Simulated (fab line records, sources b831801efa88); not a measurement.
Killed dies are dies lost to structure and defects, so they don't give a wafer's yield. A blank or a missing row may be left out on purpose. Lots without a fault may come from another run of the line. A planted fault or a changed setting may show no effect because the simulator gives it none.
fab line records | flow gf180mcu
record lots=5 wafers=15 last_day=34
route steps=602 shown M1@319 V1@335
lots that met no fault: from a run of the same line without faults
start_h: hours from the record's first day to the start of the lot's first wafer shown | wait_h: hours since the lot's step before | " the same as in the row above | L1.1+2: a row that stands for several wafers | - no value, or no start given | * or withheld: withheld | < > ~ a bound
route shown NAME@n: a module of which the file shows steps, and the number in the route of the first | usual: mean/standard deviation of fault-free wafers | same: alike in all rows | chamber/n: place in a boat | sites: the reading at each site | _std_site: their standard deviation | _edge_site: outer sites' mean less inner sites' | radius_mm: how far each site lies from the wafer's centre | mask NAME#n: copy n | behind: the tool/chamber that last shaped the wafer | hold: why the lot was held/for how many hours/how that ended | device: the transistor (n, p or np) that didn't switch | end of line: the same wafers' tests at the end of the route | a step without rows: its recipe alone | killed: dies lost to structure and defects at the first sort, not the wafer's yield | map: a wafer's dies, x killed, . not, _ none there
set.NAME: the setting as run; set.NAME@STEP: as run at that earlier step | model.NAME: the simulator's own value behind a step, which no gauge read
lots at some steps of the route; a table a step, a row a wafer
services: from which hour (start_h, from the record's first day; less than 0 if before it) a tool's chamber was out of use, for how many hours, and why
## steps
# step GF_M1_SPUTTER_04
# recipe material=TiN target_thk_nm=50 power_w=6500 time_s=41.7 chamber_pressure_pa=0.4
# usual throttle_valve_pct=29.9/1.4
# columns lot.wafer tool chamber start_h wait_h throttle_valve_pct
L086.4 pvd_sputter-02 - 481.60 0.0 27.9
L086.5 " - " " 31.9
L086.6 " - " " 28.1
L087.3 pvd_sputter-03 - 481.95 0.0 29.2
L087.4 " - " " 30.2
L087.5 " - " " 30.5
L088.2 pvd_sputter-02 - 489.07 0.0 32.2
L088.4 " - " " 29.2
L088.5 " - " " 29.1
L094.2 pvd_sputter-02 - 541.56 0.0 27.9
L094.5 " - " " 28.2
L094.6 " - " " 31.3
L097.1 pvd_sputter-02 - 559.76 0.0 31.6
L097.5 " - " " 28.0
L097.6 " - " " 32.1
# step GF_M1_RS_MEAS_05
# recipe thk_meas_gauge=four-point-probe reads=TiN_of_M1_SPUTTER_04+Ti_of_M1_SPUTTER_03+AlCu_of_M1_SPUTTER_02+TiN_of_M1_SPUTTER_01+Ti_of_M1_SPUTTER_00
# usual M1_ALCU_RS=0.0696/0.00053
# columns lot.wafer tool chamber start_h wait_h M1_ALCU_RS[ohm/sq]
L086.4 film_metro-04 - 481.70 0.1 0.0691
L086.5 " - " " 0.0697
L086.6 " - " " 0.0689
L087.3 film_metro-02 - 482.03 0.1 0.0701
L087.4 " - " " 0.0700
L087.5 " - " " 0.0699
L088.2 film_metro-03 - 489.13 0.0 0.0698
L088.4 " - " " 0.0686
L088.5 " - " " 0.0686
L094.2 film_metro-03 - 541.62 0.0 0.0693
L094.5 " - " " 0.0694
L094.6 " - " " 0.0697
L097.1 film_metro-03 - 559.80 0.0 0.0697
L097.5 " - " " 0.0691
L097.6 " - " " 0.0691
# step GF_M1_THK_MEAS_06
# recipe thk_meas_gauge=xrf reads=AlCu_of_M1_SPUTTER_02
# usual M1_ALCU_THK=456/3.9
# columns lot.wafer tool chamber start_h wait_h M1_ALCU_THK[nm]
L086.4 film_metro-04 - 481.79 0.1 456
L086.5 " - " " 454
L086.6 " - " " 459
L087.3 film_metro-02 - 482.13 0.1 455
L087.4 " - " " 453
L087.5 " - " " 454
L088.2 film_metro-03 - 489.24 0.1 455
L088.4 " - " " 462
L088.5 " - " " 463
L094.2 film_metro-03 - 541.73 0.1 455
L094.5 " - " " 458
L094.6 " - " " 456
L097.1 film_metro-03 - 559.92 0.1 452
L097.5 " - " " 458
L097.6 " - " " 458
# step GF_M1_DEHYDRATE_07
# recipe temp_c=200 time_s=60
# columns lot.wafer tool chamber start_h wait_h
L086.4+5+6 litho_track-01 0 492.63 10.8
L087.3+4+5 litho_track-03 0 492.95 10.8
L088.2+4+5 litho_track-01 0 500.23 11.0
L094.2+5+6 litho_track-01 0 552.38 10.6
L097.1+5+6 litho_track-01 0 570.00 10.1
# step GF_M1_HMDS_08
# recipe prime_time_s=60 prime_temp_c=120
# columns lot.wafer tool chamber start_h wait_h
L086.4+5+6 litho_track-01 0 492.78 0.1
L087.3+4+5 litho_track-03 0 493.10 0.1
L088.2+4+5 litho_track-01 0 500.38 0.1
L094.2+5+6 litho_track-01 0 552.53 0.1
L097.1+5+6 litho_track-01 0 570.15 0.1
# step GF_M1_COAT_09
# recipe resist=KrF spin_rpm=withheld resist_thk_nm=1000
# columns lot.wafer tool chamber start_h wait_h
L086.4+5+6 litho_track-01 0 492.93 0.1
L087.3+4+5 litho_track-03 0 493.25 0.1
L088.2+4+5 litho_track-01 0 500.53 0.1
L094.2+5+6 litho_track-01 0 552.68 0.1
L097.1+5+6 litho_track-01 0 570.30 0.1
# step GF_M1_SOFTBAKE_10
# recipe temp_c=130 time_s=60 resist=KrF
# columns lot.wafer tool chamber start_h wait_h
L086.4+5+6 litho_track-01 0 493.08 0.1
L087.3+4+5 litho_track-03 0 493.40 0.1
L088.2+4+5 litho_track-01 0 500.68 0.1
L094.2+5+6 litho_track-01 0 552.83 0.1
L097.1+5+6 litho_track-01 0 570.45 0.1
# step GF_M1_EXPOSE_11
# recipe mask_id=Metal1 target_cd_nm=230 na=0.68 source_shape=conventional sigma_outer=0.6 dose_mj=28
# same na=0.68
# columns lot.wafer tool chamber start_h wait_h mask
L086.4+5+6 krf_scanner-01 0 - - Metal1#0
L087.3+4+5 krf_scanner-02 0 - - Metal1#0
L088.2+4+5 krf_scanner-01 0 - - Metal1#0
L094.2+5+6 krf_scanner-02 0 - - Metal1#0
L097.1+5+6 krf_scanner-02 0 - - Metal1#0
# step GF_M1_PEB_12
# recipe peb_temp_c=135 peb_time_s=90 resist=KrF
# columns lot.wafer tool chamber start_h wait_h
L086.4+5+6 litho_track-03 0 - -
L087.3+4+5 litho_track-04 0 - -
L088.2+4+5 litho_track-04 0 - -
L094.2+5+6 litho_track-03 0 - -
L097.1+5+6 litho_track-03 0 - -
# step GF_M1_DEVELOP_13
# recipe develop_time_s=60 dev_temp_c=21
# columns lot.wafer tool chamber start_h wait_h
L086.4+5+6 litho_track-03 0 505.43 0.1
L087.3+4+5 litho_track-04 0 505.67 0.1
L088.2+4+5 litho_track-04 0 512.20 0.2
L094.2+5+6 litho_track-03 0 563.67 0.2
L097.1+5+6 litho_track-03 0 581.90 0.2
# step GF_M1_CD_MEAS_14
# recipe target_cd_nm=230
# usual cd_nm=230.0/1.1
# columns lot.wafer tool chamber start_h wait_h cd_nm
L086.4 cd_sem-02 - 505.56 0.1 229.0
L086.5 " - " " 229.8
L086.6 " - " " 229.4
L087.3 cd_sem-01 - 505.81 0.1 229.5
L087.4 " - " " 230.6
L087.5 " - " " 229.2
L088.2 cd_sem-02 - 512.34 0.1 230.4
L088.4 " - " " 230.4
L088.5 " - " " 231.8
L094.2 cd_sem-01 - 563.82 0.1 227.5
L094.5 " - " " 226.7
L094.6 " - " " 229.3
L097.1 cd_sem-02 - 582.05 0.1 230.6
L097.5 " - " " 230.1
L097.6 " - " " 228.7
# step GF_M1_OVL_MEAS_15
# usual M1_OVL=0/5.9
# columns lot.wafer tool chamber start_h wait_h M1_OVL[nm]
L086.4 overlay-01 - 505.64 0.1 5
L086.5 " - " " 6
L086.6 " - " " 11
L087.3 overlay-02 - 505.90 0.1 2
L087.4 " - " " 4
L087.5 " - " " -2
L088.2 overlay-01 - 512.45 0.1 -2
L088.4 " - " " -6
L088.5 " - " " -1
L094.2 overlay-01 - 563.93 0.1 7
L094.5 " - " " 13
L094.6 " - " " 5
L097.1 overlay-02 - 582.17 0.1 3
L097.5 " - " " 6
L097.6 " - " " 4
# step GF_M1_METAL_ETCH_16
# recipe chemistry=Cl2/BCl3 mask_material=KrF target_depth_nm=750.8 stop_on=SiO2 pressure_mtorr=8 icp_w=800 bias_w=140 Cl2_flow_sccm=80 bcl3_flow_sccm=40 time_s=125.1
# usual bias_w=140.0/0.42 drypump_motor_current_A=5.7/0.67 oes_product_au=0.988/0.0069 throttle_valve_pct=28.232/0.011
# columns lot.wafer tool chamber start_h wait_h bias_w drypump_motor_current_A oes_product_au rf_hours_counter_h throttle_valve_pct
L086.4 rie_metal-04 1 505.70 0.1 140.4 6.3 0.984 - 28.234
L086.5 " 0 " " 139.6 5.2 0.981 - 28.232
L086.6 " 1 " " 140.5 6.3 0.983 - 28.238
L087.3 rie_metal-03 1 506.02 0.1 139.8 6.5 0.994 - 28.209
L087.4 " 1 " " 139.8 6.5 1.001 - 28.235
L087.5 " 1 " " 139.7 6.5 0.991 - 28.212
L088.2 rie_metal-03 1 512.52 0.1 140.0 6.5 0.985 - 28.233
L088.4 " 1 " " 140.3 6.5 0.997 - 28.241
L088.5 " 1 " " 140.0 6.5 0.998 - 28.224
L094.2 rie_metal-04 0 563.96 0.0 140.0 5.2 0.986 6 28.234
L094.5 " 1 " " 139.7 6.3 1.001 - 28.223
L094.6 " 0 " " 140.5 5.2 0.984 - 28.240
L097.1 rie_metal-03 0 582.21 0.0 139.9 4.9 0.977 2 28.245
L097.5 " 1 " " 139.8 6.5 0.990 - 28.214
L097.6 " 0 " " 139.3 4.9 0.976 - 28.245
# step GF_M1_STRIP_17
# recipe chemistry=O2/N2 power_w=1400 pressure_mtorr=1500 platen_temp_c=250 o2_flow_sccm=3000 n2_flow_sccm=300 overash_fraction=0.5
# usual drypump_motor_current_A=6.0/0.61 heater_power_w=337/22 oes_product_au=0.538/0.0053 strip_time_to_endpoint_s=7.39/0.057
# columns lot.wafer tool chamber start_h wait_h drypump_motor_current_A heater_power_w oes_product_au rf_hours_counter_h strip_time_to_endpoint_s
L086.4 plasma_asher-03 1 505.82 0.1 6.0 312 0.546 - 7.47
L086.5 " 1 " " 6.0 302 0.550 - 7.48
L086.6 " 0 " " 6.6 358 0.542 - 7.40
L087.3 plasma_asher-03 0 506.22 0.2 6.6 370 0.533 - 7.30
L087.4 " 1 " " 6.0 307 0.536 - 7.27
L087.5 " 0 " " 6.6 361 0.533 - 7.29
L088.2 plasma_asher-03 0 512.74 0.2 6.7 361 0.531 83 7.37
L088.4 " 0 " " 6.7 360 0.532 - 7.36
L088.5 " 1 " " 6.0 305 0.546 - 7.37
L094.2 plasma_asher-04 1 564.08 0.1 4.7 358 0.549 47 7.43
L094.5 " 1 " " 4.7 358 0.540 - 7.27
L094.6 " 0 " " 6.7 325 0.537 - 7.47
L097.1 plasma_asher-04 0 582.33 0.1 6.7 328 0.544 49 7.43
L097.5 " 0 " " 6.7 339 0.541 - 7.33
L097.6 " 1 " " 4.7 363 0.542 - 7.41
# step GF_M1_STRIP_18
# recipe chemistry=post_etch_residue_remover time_s=1200 temp_c=72.5
# columns lot.wafer tool chamber start_h wait_h
L086.4+5+6 wet_bench-04 3 505.89 0.0
L087.3+4+5 wet_bench-02 3 506.29 0.0
L088.2+4+5 wet_bench-04 1 512.84 0.1
L094.2+5+6 wet_bench-02 3 564.18 0.1
L097.1+5+6 wet_bench-04 2 582.43 0.1
# step GF_M1_CLEAN_19
# recipe chemistry=DIW dry=n2_spin
# columns lot.wafer tool chamber start_h wait_h
L086.4+5+6 wet_bench-01 2 506.23 0.0
L087.3+4+5 wet_bench-04 2 506.63 0.0
L088.2+4+5 wet_bench-01 0 513.18 0.0
L094.2+5+6 wet_bench-04 3 564.53 0.0
L097.1+5+6 wet_bench-01 2 582.78 0.0
# step GF_V1_CVD_00
# recipe material=SiO2 target_thk_nm=600 sigma_open_frac=0.3 temp_c=400 time_s=100 sih4_flow_sccm=62.75 pressure_mtorr=6
# usual pressure_mtorr=6.001/0.011
# columns lot.wafer tool chamber start_h wait_h pressure_mtorr
L086.4 hdpcvd-02 2 506.46 0.0 5.984
L086.5 " 0 " " 5.989
L086.6 " 1 " " 5.991
L087.3 hdpcvd-01 1 506.72 0.0 6.000
L087.4 " 0 " " 5.975
L087.5 " 1 " " 6.023
L088.2 hdpcvd-01 1 513.36 0.0 5.993
L088.4 " 2 " " 6.004
L088.5 " 1 " " 6.010
L094.2 hdpcvd-01 2 564.63 0.0 6.003
L094.5 " 0 " " 5.989
L094.6 " 2 " " 5.999
L097.1 hdpcvd-01 1 582.87 0.0 6.002
L097.5 " 0 " " 6.005
L097.6 " 2 " " 5.986
# step GF_V1_THK_MEAS_01
# recipe reads=SiO2_of_V1_CVD_00
# usual V1_CVD_00_THK=630/7.1
# columns lot.wafer tool chamber start_h wait_h V1_CVD_00_THK[nm]
L086.4 film_metro-04 - 506.53 0.0 632
L086.5 " - " " 629
L086.6 " - " " 633
L087.3 film_metro-02 - 506.81 0.1 622
L087.4 " - " " 622
L087.5 " - " " 630
L088.2 film_metro-02 - 513.44 0.0 622
L088.4 " - " " 631
L088.5 " - " " 624
L094.2 film_metro-02 - 564.71 0.0 627
L094.5 " - " " 633
L094.6 " - " " 625
L097.1 film_metro-01 - 582.94 0.0 645
L097.5 " - " " 637
L097.6 " - " " 631
# step GF_V1_CVD_02
# recipe material=SiO2 target_thk_nm=850 precursor=TEOS temp_c=400 time_s=94.851 rf_w=600
# usual heater_power_w=616/80
# columns lot.wafer tool chamber start_h wait_h heater_power_w
L086.4 pecvd-03 1 506.59 0.1 712
L086.5 " 0 " " 582
L086.6 " 2 " " 535
L087.3 pecvd-01 1 506.85 0.0 761
L087.4 " 0 " " 521
L087.5 " 1 " " 607
L088.2 pecvd-01 2 513.49 0.0 623
L088.4 " 2 " " 704
L088.5 " 1 " " 614
L094.2 pecvd-01 2 564.76 0.0 751
L094.5 " 1 " " 747
L094.6 " 2 " " 631
L097.1 pecvd-01 2 583.00 0.1 706
L097.5 " 0 " " 623
L097.6 " 2 " " 727
# step GF_V1_THK_MEAS_03
# recipe reads=SiO2_of_V1_CVD_02
# usual V1_CVD_02_THK=851/12
# columns lot.wafer tool chamber start_h wait_h V1_CVD_02_THK[nm]
L086.4 film_metro-01 - 506.66 0.0 866
L086.5 " - " " 874
L086.6 " - " " 868
L087.3 film_metro-01 - 506.94 0.1 821
L087.4 " - " " 841
L087.5 " - " " 845
L088.2 film_metro-01 - 513.57 0.0 840
L088.4 " - " " 849
L088.5 " - " " 859
L094.2 film_metro-02 - 564.84 0.0 852
L094.5 " - " " 853
L094.6 " - " " 864
L097.1 film_metro-01 - 583.07 0.0 864
L097.5 " - " " 871
L097.6 " - " " 866
# step GF_V1_CMP_04
# recipe material=SiO2 down_force_psi=4 platen_rpm=60 pad_velocity_m_s=0.94248
# usual motor_current_A=11.8/1.1 time_to_endpoint_s=82/5.5
# columns lot.wafer tool chamber start_h wait_h motor_current_A time_to_endpoint_s
L086.4 cmp-02 2 506.79 0.1 11.8 85
L086.5 " 0 " " 11.1 86
L086.6 " 1 " " 11.7 91
L087.3 cmp-01 3 506.98 0.0 13.8 67
L087.4 " 2 " " 10.1 81
L087.5 " 3 " " 13.3 79
L088.4 cmp-01 3 513.67 0.1 13.6 79
L088.2 " 1 " " 12.9 76
L088.5 " 2 " " 10.2 86
L094.2 cmp-01 2 564.89 0.0 10.5 87
L094.5 " 2 " " 10.6 87
L094.6 " 3 " " 13.6 83
L097.1 cmp-01 1 583.18 0.1 12.3 84
L097.6 " 0 " " 11.6 94
L097.5 " 1 " " 12.1 87
# step GF_V1_BOW_MEAS_05
# recipe mode=bow
# usual V1_BOW=83/8.2
# columns lot.wafer tool chamber start_h wait_h V1_BOW[um]
L086.4 film_metro-04 - 507.05 0.2 88
L086.5 " - " " 94
L086.6 " - " " 92
L087.3 film_metro-02 - 507.32 0.3 93
L087.4 " - " " 81
L087.5 " - " " 85
L088.2 film_metro-02 - 513.94 0.1 89
L088.4 " - " " 82
L088.5 " - " " 85
L094.2 film_metro-01 - 565.21 0.3 86
L094.5 " - " " 89
L094.6 " - " " 77
L097.1 film_metro-01 - 583.43 0.2 74
L097.5 " - " " 75
L097.6 " - " " 76
# step GF_V1_DEHYDRATE_06
# recipe temp_c=200 time_s=60
# columns lot.wafer tool chamber start_h wait_h
L086.4+5+6 litho_track-02 0 517.52 10.4
L087.3+4+5 litho_track-03 0 518.10 10.8
L088.2+4+5 litho_track-02 0 524.22 10.3
L094.2+5+6 litho_track-04 0 575.85 10.6
L097.1+5+6 litho_track-03 0 593.65 10.2
# step GF_V1_HMDS_07
# recipe prime_time_s=60 prime_temp_c=120
# columns lot.wafer tool chamber start_h wait_h
L086.4+5+6 litho_track-02 0 517.67 0.1
L087.3+4+5 litho_track-03 0 518.25 0.1
L088.2+4+5 litho_track-02 0 524.37 0.1
L094.2+5+6 litho_track-04 0 576.00 0.1
L097.1+5+6 litho_track-03 0 593.80 0.1
# step GF_V1_COAT_08
# recipe resist=BARC temp_c=withheld time_s=withheld spin_rpm=withheld resist_thk_nm=withheld
# columns lot.wafer tool chamber start_h wait_h
L086.4+5+6 litho_track-02 0 517.82 0.1
L087.3+4+5 litho_track-03 0 518.40 0.1
L088.2+4+5 litho_track-02 0 524.52 0.1
L094.2+5+6 litho_track-04 0 576.15 0.1
L097.1+5+6 litho_track-03 0 593.95 0.1
# step GF_V1_COAT_09
# recipe resist=KrF spin_rpm=withheld resist_thk_nm=1000
# columns lot.wafer tool chamber start_h wait_h
L086.4+5+6 litho_track-02 0 - -
L087.3+4+5 litho_track-03 0 - -
L088.2+4+5 litho_track-02 0 - -
L094.2+5+6 litho_track-04 0 - -
L097.1+5+6 litho_track-03 0 - -
# step GF_V1_SOFTBAKE_10
# recipe temp_c=130 time_s=60 resist=KrF
# columns lot.wafer tool chamber start_h wait_h
L086.4+5+6 litho_track-02 0 - -
L087.3+4+5 litho_track-03 0 - -
L088.2+4+5 litho_track-02 0 - -
L094.2+5+6 litho_track-04 0 - -
L097.1+5+6 litho_track-03 0 - -
# step GF_V1_EXPOSE_11
# recipe mask_id=Via1 target_cd_nm=260 na=0.68 source_shape=conventional sigma_outer=0.6 dose_mj=38
# same na=0.68
# columns lot.wafer tool chamber start_h wait_h mask
L086.4+5+6 krf_scanner-02 0 - - Via1#0
L087.3+4+5 krf_scanner-01 0 - - Via1#0
L088.2+4+5 krf_scanner-02 0 - - Via1#0
L094.2+5+6 krf_scanner-01 0 - - Via1#0
L097.1+5+6 krf_scanner-02 0 - - Via1#0
# step GF_V1_PEB_12
# recipe peb_temp_c=135 peb_time_s=90 resist=KrF
# columns lot.wafer tool chamber start_h wait_h
L086.4+5+6 litho_track-02 0 - -
L087.3+4+5 litho_track-02 0 - -
L088.2+4+5 litho_track-03 0 - -
L094.2+5+6 litho_track-03 0 - -
L097.1+5+6 litho_track-02 0 - -
# step GF_V1_DEVELOP_13
# recipe develop_time_s=60 resist=KrF dev_temp_c=21
# columns lot.wafer tool chamber start_h wait_h
L086.4+5+6 litho_track-02 0 529.82 0.1
L087.3+4+5 litho_track-02 0 530.14 0.1
L088.2+4+5 litho_track-03 0 536.52 0.2
L094.2+5+6 litho_track-03 0 586.67 0.2
L097.1+5+6 litho_track-02 0 604.69 0.2
# step GF_V1_CD_MEAS_14
# recipe target_cd_nm=260
# usual cd_nm=260.2/1.5
# columns lot.wafer tool chamber start_h wait_h cd_nm
L086.4 cd_sem-01 - 529.95 0.1 259.6
L086.5 " - " " 259.8
L086.6 " - " " 259.9
L087.3 cd_sem-01 - 530.28 0.1 259.2
L087.4 " - " " 259.6
L087.5 " - " " 260.0
L088.2 cd_sem-01 - 536.67 0.1 257.9
L088.4 " - " " 257.5
L088.5 " - " " 257.3
L094.2 cd_sem-02 - 586.82 0.1 260.5
L094.5 " - " " 261.3
L094.6 " - " " 259.1
L097.1 cd_sem-02 - 604.84 0.1 258.9
L097.5 " - " " 258.8
L097.6 " - " " 261.0
# step GF_V1_OVL_MEAS_15
# usual V1_OVL=-1/6.8
# columns lot.wafer tool chamber start_h wait_h V1_OVL[nm]
L086.4 overlay-01 - 530.03 0.1 -1
L086.5 " - " " 0
L086.6 " - " " -4
L087.3 overlay-02 - 530.37 0.1 11
L087.4 " - " " 18
L087.5 " - " " 13
L088.2 overlay-02 - 536.78 0.1 2
L088.4 " - " " 2
L088.5 " - " " -2
L094.2 overlay-02 - 586.93 0.1 -2
L094.5 " - " " 4
L094.6 " - " " 9
L097.1 overlay-01 - 604.96 0.1 1
L097.5 " - " " 5
L097.6 " - " " 0
# step GF_V1_ETCH_16
# recipe chemistry=N2/H2 target_depth_a=withheld overetch_a=withheld time_s=withheld target=BARC ion_energy_ev=200 source_w=500 bias_w=100 pressure_mtorr=30 n2_flow_sccm=100 h2_flow_sccm=200
# usual bias_w=100.0/0.3 drypump_motor_current_A=5.5/0.47 oes_product_au=0.855/0.0046 throttle_valve_pct=13.224/0.0087
# columns lot.wafer tool chamber start_h wait_h bias_w drypump_motor_current_A oes_product_au throttle_valve_pct
L086.4 rie_diel-04 0 530.05 0.0 100.0 5.1 0.854 13.213
L086.5 " 1 " " 99.8 5.7 0.858 13.221
L086.6 " 2 " " 100.0 6.5 0.855 13.214
L087.3 rie_diel-02 1 530.40 0.0 99.8 5.7 0.854 13.232
L087.4 " 3 " " 99.9 5.4 0.858 13.220
L087.5 " 0 " " 100.5 5.3 0.849 13.231
L088.2 rie_diel-04 3 536.81 0.0 100.3 6.3 0.854 13.219
L088.4 " 2 " " 99.8 6.5 0.851 13.224
L088.5 " 2 " " 99.9 6.4 0.864 13.239
L094.2 rie_diel-03 1 586.96 0.0 100.1 5.4 0.849 13.241
L094.5 " 3 " " 99.8 5.2 0.855 13.225
L094.6 " 2 " " 100.3 4.9 0.851 13.217
L097.1 rie_diel-03 3 605.00 0.0 100.1 5.2 0.860 13.214
L097.5 " 3 " " 99.9 5.2 0.851 13.234
L097.6 " 0 " " 100.4 5.5 0.856 13.224
# step GF_V1_ETCH_17
# recipe chemistry=C4F8/O2/Ar mask_material=KrF target=SiO2 stop_on=TiN source_w=1500 bias_w=1200 pressure_mtorr=40 c4f8_flow_sccm=withheld O2_flow_sccm=6 Ar_flow_sccm=300 time_s=withheld target_depth_a=6300
# usual bias_w=1200/3.6 oes_product_au=0.856/0.0046
# columns lot.wafer tool chamber start_h wait_h bias_w oes_product_au
L086.4 rie_diel-04 0 - - 1196 0.855
L086.5 " 1 " " 1199 0.862
L086.6 " 2 " " 1192 0.849
L087.3 rie_diel-02 1 - - 1197 0.860
L087.4 " 3 " " 1203 0.854
L087.5 " 0 " " 1199 0.854
L088.2 rie_diel-04 3 - - 1201 0.857
L088.4 " 2 " " 1200 0.858
L088.5 " 2 " " 1199 0.853
L094.2 rie_diel-03 1 - - 1202 0.863
L094.5 " 3 " " 1206 0.860
L094.6 " 2 " " 1195 0.867
L097.1 rie_diel-03 3 - - 1203 0.855
L097.5 " 3 " " 1201 0.852
L097.6 " 0 " " 1194 0.862
# step GF_V1_STRIP_18
# recipe chemistry=O2/N2 power_w=1357 pressure_mtorr=1500 platen_temp_c=250 o2_flow_sccm=3000 n2_flow_sccm=300 overash_fraction=0.5
# usual drypump_motor_current_A=6.0/0.36 heater_power_w=325/24 oes_product_au=0.592/0.0048
# columns lot.wafer tool chamber start_h wait_h drypump_motor_current_A heater_power_w oes_product_au rf_hours_counter_h
L086.4 plasma_asher-03 0 530.21 - 6.7 355 0.597 -
L086.5 " 1 " " 6.0 311 0.594 -
L086.6 " 0 " " 6.6 354 0.606 -
L087.3 plasma_asher-02 0 530.56 - 5.6 313 0.589 -
L087.4 " 1 " " 6.2 345 0.585 -
L087.5 " 1 " " 6.2 354 0.587 -
L088.2 plasma_asher-01 0 536.93 - 5.6 299 0.586 75
L088.4 " 1 " " 5.8 306 0.593 -
L088.5 " 1 " " 5.8 320 0.593 -
L094.2 plasma_asher-02 0 587.08 - 5.6 324 0.584 16
L094.5 " 0 " " 5.6 320 0.588 -
L094.6 " 1 " " 6.2 362 0.589 -
L097.1 plasma_asher-02 1 605.13 - 6.2 358 0.592 18
L097.5 " 0 " " 5.6 312 0.593 -
L097.6 " 1 " " 6.2 350 0.586 -
# step GF_V1_STRIP_19
# recipe chemistry=post_etch_residue_remover time_s=1200 temp_c=72.5
# columns lot.wafer tool chamber start_h wait_h
L086.4+5+6 wet_bench-04 0 530.28 0.0
L087.3+4+5 wet_bench-03 0 530.63 0.0
L088.2+4+5 wet_bench-03 2 537.03 0.1
L094.2+5+6 wet_bench-04 2 587.18 0.1
L097.1+5+6 wet_bench-04 1 605.23 0.1
# step GF_V1_CLEAN_20
# recipe chemistry=DIW dry=n2_spin
# columns lot.wafer tool chamber start_h wait_h
L086.4+5+6 wet_bench-02 3 530.62 0.0
L087.3+4+5 wet_bench-02 1 530.97 0.0
L088.2+4+5 wet_bench-02 3 537.41 0.0
L094.2+5+6 wet_bench-03 2 587.53 0.0
L097.1+5+6 wet_bench-04 2 605.60 0.0
# step GF_V1_SPUTTER_21
# recipe material=Ti target_thk_nm=15 chamber_pressure_pa=5 power_w=2500 substrate_temp_c=200 time_s=80.02
# usual throttle_valve_pct=29.9/1.1
# columns lot.wafer tool chamber start_h wait_h throttle_valve_pct
L086.4 pvd_sputter-03 - 530.72 0.0 29.7
L086.5 " - " " 30.4
L086.6 " - " " 29.4
L087.3 pvd_sputter-04 - 531.07 0.0 30.2
L087.4 " - " " 29.9
L087.5 " - " " 30.4
L088.2 pvd_sputter-03 - 537.50 0.0 30.2
L088.4 " - " " 29.8
L088.5 " - " " 29.5
L094.2 pvd_sputter-03 - 587.62 0.0 29.9
L094.5 " - " " 28.7
L094.6 " - " " 29.3
L097.1 pvd_sputter-02 - 605.70 0.0 31.8
L097.5 " - " " 31.5
L097.6 " - " " 29.2
# step GF_V1_SPUTTER_22
# recipe material=TiN target_thk_nm=10 chamber_pressure_pa=5 power_w=4000 time_s=40
# usual throttle_valve_pct=29.9/1.1
# columns lot.wafer tool chamber start_h wait_h throttle_valve_pct
L086.4 pvd_sputter-03 - 530.78 0.0 29.7
L086.5 " - " " 30.3
L086.6 " - " " 29.2
L087.3 pvd_sputter-04 - 531.13 0.0 30.2
L087.4 " - " " 30.0
L087.5 " - " " 30.5
L088.2 pvd_sputter-03 - 537.56 0.0 30.1
L088.4 " - " " 29.5
L088.5 " - " " 29.8
L094.2 pvd_sputter-03 - 587.68 0.0 29.6
L094.5 " - " " 28.7
L094.6 " - " " 29.2
L097.1 pvd_sputter-02 - 605.76 0.0 31.5
L097.5 " - " " 31.6
L097.6 " - " " 29.0
# step GF_V1_CVD_23
# recipe material=W target_thk_nm=350 time_s=105.05 temp_c=400 pressure_torr=40
# usual heater_power_w=855/81
# columns lot.wafer tool chamber start_h wait_h heater_power_w
L086.4 cvd_w-02 0 530.86 0.1 916
L086.5 " 0 " " 943
L086.6 " 1 " " 861
L087.3 cvd_w-01 0 531.21 0.1 709
L087.4 " 1 " " 798
L087.5 " 1 " " 827
L088.2 cvd_w-01 1 537.60 0.0 820
L088.4 " 0 " " 726
L088.5 " 1 " " 833
L094.2 cvd_w-01 0 587.72 0.0 717
L094.5 " 1 " " 809
L094.6 " 0 " " 719
L097.1 cvd_w-02 0 605.80 0.0 965
L097.5 " 0 " " 947
L097.6 " 1 " " 847
# step GF_V1_RS_MEAS_24
# recipe thk_meas_gauge=four-point-probe reads=W_of_V1_CVD_23+TiN_of_V1_SPUTTER_22+Ti_of_V1_SPUTTER_21
# usual V1_W_RS=0.325/0.0034
# columns lot.wafer tool chamber start_h wait_h V1_W_RS[ohm/sq]
L086.4 film_metro-01 - 530.99 0.1 0.326
L086.5 " - " " 0.325
L086.6 " - " " 0.323
L087.3 film_metro-02 - 531.32 0.1 0.322
L087.4 " - " " 0.326
L087.5 " - " " 0.329
L088.2 film_metro-01 - 537.73 0.1 0.335
L088.4 " - " " 0.325
L088.5 " - " " 0.328
L094.2 film_metro-02 - 587.85 0.1 0.322
L094.5 " - " " 0.326
L094.6 " - " " 0.321
L097.1 film_metro-01 - 605.98 0.1 0.328
L097.5 " - " " 0.328
L097.6 " - " " 0.324
# step GF_V1_THK_MEAS_25
# recipe thk_meas_gauge=xrf reads=W_of_V1_CVD_23
# usual V1_W_THK=350/4.5
# columns lot.wafer tool chamber start_h wait_h V1_W_THK[nm]
L086.4 film_metro-01 - 531.08 0.1 349
L086.5 " - " " 352
L086.6 " - " " 355
L087.3 film_metro-02 - 531.42 0.1 356
L087.4 " - " " 351
L087.5 " - " " 347
L088.2 film_metro-01 - 537.84 0.1 341
L088.4 " - " " 352
L088.5 " - " " 349
L094.2 film_metro-02 - 587.96 0.1 352
L094.5 " - " " 348
L094.6 " - " " 353
L097.1 film_metro-01 - 606.10 0.1 350
L097.5 " - " " 353
L097.6 " - " " 357
## services
# columns tool chamber start_h hours kind
krf_scanner-02 - 458.60 2.1 repair
wet_bench-04 - 463.30 1.5 repair
rie_diel-04 3 466.71 12.3 repair
rie_diel-04 1 478.42 8.0 repair
krf_scanner-02 - 479.43 1.3 pm
krf_scanner-02 - 483.47 1.0 pm
rie_diel-03 0 484.14 17.0 repair
cvd_w-01 1 488.30 10.7 repair
rie_diel-03 1 491.33 12.3 repair
cvd_w-01 1 501.29 9.8 repair
krf_scanner-01 - 504.11 1.3 pm
krf_scanner-01 - 509.31 0.8 pm
cmp-01 - 518.34 1.6 repair
wet_bench-01 - 518.63 2.4 repair
hdpcvd-01 - 539.25 15.0 pm
cmp-01 - 544.44 3.5 repair
pvd_sputter-02 - 547.18 3.6 repair
krf_scanner-02 - 548.71 0.8 pm
hdpcvd-01 1 549.06 4.7 repair
rie_diel-04 1 557.78 9.5 repair
plasma_asher-03 - 558.93 3.8 repair
rie_diel-04 3 565.83 8.2 repair
wet_bench-02 - 575.09 5.1 repair
krf_scanner-01 - 589.16 4.0 pm
## key
fault none
